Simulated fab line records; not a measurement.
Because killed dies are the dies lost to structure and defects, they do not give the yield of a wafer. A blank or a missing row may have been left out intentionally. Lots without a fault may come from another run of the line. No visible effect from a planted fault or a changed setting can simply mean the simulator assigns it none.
Chamber matching :: flow sfqLine :: cmp-01 running SFQ_TRILAYER_I1_CMP_CMP_046: 4 sister chambers
The step polishes SiO2. 14 wafers are shown with their chamber, then 7 later ones without.

== WAFERS WITH THEIR CHAMBER ==
wafer: L076.4
chamber: 1
motorCurrentA (A): 9.6
timeToEndpointS (s): 216

wafer: L076.2
chamber: 0
motorCurrentA (A): 9.3
timeToEndpointS (s): 221

wafer: L076.5
chamber: 2
motorCurrentA (A): 10.8
timeToEndpointS (s): 232

wafer: L079.4
chamber: 3
motorCurrentA (A): 9.2
timeToEndpointS (s): 213

wafer: L079.5
chamber: 1
motorCurrentA (A): 9.4
timeToEndpointS (s): 207

wafer: L079.6
chamber: 0
motorCurrentA (A): 9.5
timeToEndpointS (s): 219

wafer: L080.1
chamber: 1
motorCurrentA (A): 9.0
timeToEndpointS (s): 208

wafer: L080.4
chamber: 2
motorCurrentA (A): 10.2
timeToEndpointS (s): 219

wafer: L080.6
chamber: 1
motorCurrentA (A): 9.6
timeToEndpointS (s): 217

wafer: L083.4
chamber: 1
motorCurrentA (A): 9.8
timeToEndpointS (s): 218

wafer: L083.2
chamber: 3
motorCurrentA (A): 9.2
timeToEndpointS (s): 208

wafer: L083.5
chamber: 1
motorCurrentA (A): 9.5
timeToEndpointS (s): 217

wafer: L086.1
chamber: 3
motorCurrentA (A): 8.8
timeToEndpointS (s): 196

wafer: L086.3
chamber: 1
motorCurrentA (A): 9.3
timeToEndpointS (s): 204

SIGNATURES (means of the wafers above)
reading: motorCurrentA
chamber 0: 9.400
chamber 1: 9.457
chamber 2: 10.500
chamber 3: 9.067
scatter within a chamber: 0.265

reading: timeToEndpointS
chamber 0: 220.00
chamber 1: 212.43
chamber 2: 225.50
chamber 3: 205.67
scatter within a chamber: 6.67
Rule: a wafer lies at a distance from a chamber equal to the root of the sum of squares, over the readings, of (its reading less the chamber's mean, divided by the reading's scatter). If the next closest chamber is less than 2 further off than the closest, the wafer can't be placed; otherwise it belongs to the closest. The scatter: the root of (the sum of the squares of (reading less its chamber's mean) over the shown wafers, divided by (wafers less chambers)).

== WAFERS MISSING THEIR CHAMBER ==
wafer: L086.4
motorCurrentA (A): 9.6
timeToEndpointS (s): 222

wafer: L094.1
motorCurrentA (A): 9.6
timeToEndpointS (s): 211

wafer: L094.4
motorCurrentA (A): 9.9
timeToEndpointS (s): 223

wafer: L094.6
motorCurrentA (A): 9.6
timeToEndpointS (s): 211

wafer: L095.2
motorCurrentA (A): 9.9
timeToEndpointS (s): 209

wafer: L095.3
motorCurrentA (A): 9.6
timeToEndpointS (s): 207

wafer: L095.6
motorCurrentA (A): 9.5
timeToEndpointS (s): 229

== CHAMBER TAKEN BY EACH ==
wafer: L086.4
from the rows above: can't be placed: 0 or 1
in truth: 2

wafer: L094.1
from the rows above: can't be placed: 1 or 0 or 3
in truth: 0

wafer: L094.4
from the rows above: can't be placed: 0 or 2 or 1
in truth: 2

wafer: L094.6
from the rows above: can't be placed: 1 or 0 or 3
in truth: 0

wafer: L095.2
from the rows above: can't be placed: 1 or 0 or 3 or 2
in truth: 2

wafer: L095.3
from the rows above: can't be placed: 1 or 3 or 0
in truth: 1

wafer: L095.6
from the rows above: can't be placed: 0 or 1
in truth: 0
Correct placement for 0 of the 7. Not placeable from these rows: 7 (in 6, the candidates include the true chamber). Placed wrongly: 0.
